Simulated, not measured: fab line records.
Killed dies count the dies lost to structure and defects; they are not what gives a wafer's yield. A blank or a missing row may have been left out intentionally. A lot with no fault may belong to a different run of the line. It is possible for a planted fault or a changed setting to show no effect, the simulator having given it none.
The same fault as seen by 2 desks + flow sfq-line + each desk holds nothing but its own numbers, with what lay behind them at the end

== THE TOOL OWNER'S DESK: rie-metal-04 ==
The tool's own readings at SFQ_TRILAYER_R5_ETCH_METAL_ETCH_139 (etches the open film in Cl2, stops on SiO2, target depth 60 nm, time 40 s): means of the sampled wafers that have a number, for each lot that ran on this tool. Marked OUT: a lot whose mean sits more than 4 standard deviations from the usual mean, which makes it out of limits; the brackets give that distance.
Columns: A = drypump-motor-current-A at SFQ_TRILAYER_R5_ETCH_METAL_ETCH_139, usual 5.5 A; B = oes-product-au at SFQ_TRILAYER_R5_ETCH_METAL_ETCH_139, usual 0.992 a.u.; C = run-length-s at SFQ_TRILAYER_R5_ETCH_METAL_ETCH_139, usual 68.4 s
| lot  | first seen here | A   | B                | C              |
|------|-----------------|-----|------------------|----------------|
| L850 | day 60 16:37    | 5.2 | 0.943 (-9.4) OUT | 73.3 (+15) OUT |
| L852 | day 60 20:14    | 5.2 | 0.934 (-11) OUT  | 73.0 (+14) OUT |
| L854 | day 61 04:40    | 5.2 | 0.928 (-12) OUT  | 73.2 (+15) OUT |
| L867 | day 70 13:28    | 5.1 | 0.992            | 68.4           |
Finding of this desk: L850, L852, L854 out of limits; the first was L850 at day 60 16:37, on oes-product-au at SFQ_TRILAYER_R5_ETCH_METAL_ETCH_139. Within limits: L867.

== FROM THE METROLOGY DESK ==
Lot by lot, what the gauges showed, no matter which tool ran the lot: averages of those sampled wafers that carry a number. Marked OUT: a lot whose mean sits more than 4 standard deviations from the usual mean, which makes it out of limits; the brackets give that distance.
Columns: A = R5_MONX_RS at SFQ_R5_RS_MEAS_933, usual 7.09 ohm/sq; B = R5_MONX_THK at SFQ_R5_THK_MEAS_934, usual 38.8 nm; C = R5_OVL at SFQ_R5_OVL_MEAS_935, usual -2 nm
| lot  | first seen here | A    | B    | C  |
|------|-----------------|------|------|----|
| L845 | day 58 20:25    | 7.09 | 38.2 | -1 |
| L850 | day 59 17:26    | 7.12 | 39.0 | -4 |
| L852 | day 59 20:30    | 7.12 | 38.1 | -8 |
| L854 | day 60 05:26    | 7.01 | 39.5 | -3 |
| L858 | day 62 06:47    | 7.01 | 39.2 | -2 |
| L861 | day 63 01:15    | 7.05 | 39.0 | -6 |
| L867 | day 69 13:55    | 6.96 | 39.7 | 10 |
This desk's verdict: no lot among the 7 shows anything out of limits.

== PUT TOGETHER ==
The tool owner's desk had the chance to raise an alarm at day 60 16:37 on L850, L852, L854.
The metrology desk saw nothing out of limits.
The metrology desk has L850, L852, L854 on record, within its limits.
SFQ_TRILAYER_R5_ETCH_METAL_ETCH_139 was run on rie-metal-04 by each of the lots named.

== WHAT THE SIMULATOR PUT IN ==
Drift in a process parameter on rie-metal-04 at SFQ_TRILAYER_R5_ETCH_METAL_ETCH_139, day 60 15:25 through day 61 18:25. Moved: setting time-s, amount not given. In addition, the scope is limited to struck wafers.
Shown lots that were struck: L850, L852, L854.
Delay in hours, fault start to first out-of-limits reading, by desk: the tool owner's desk at 1.
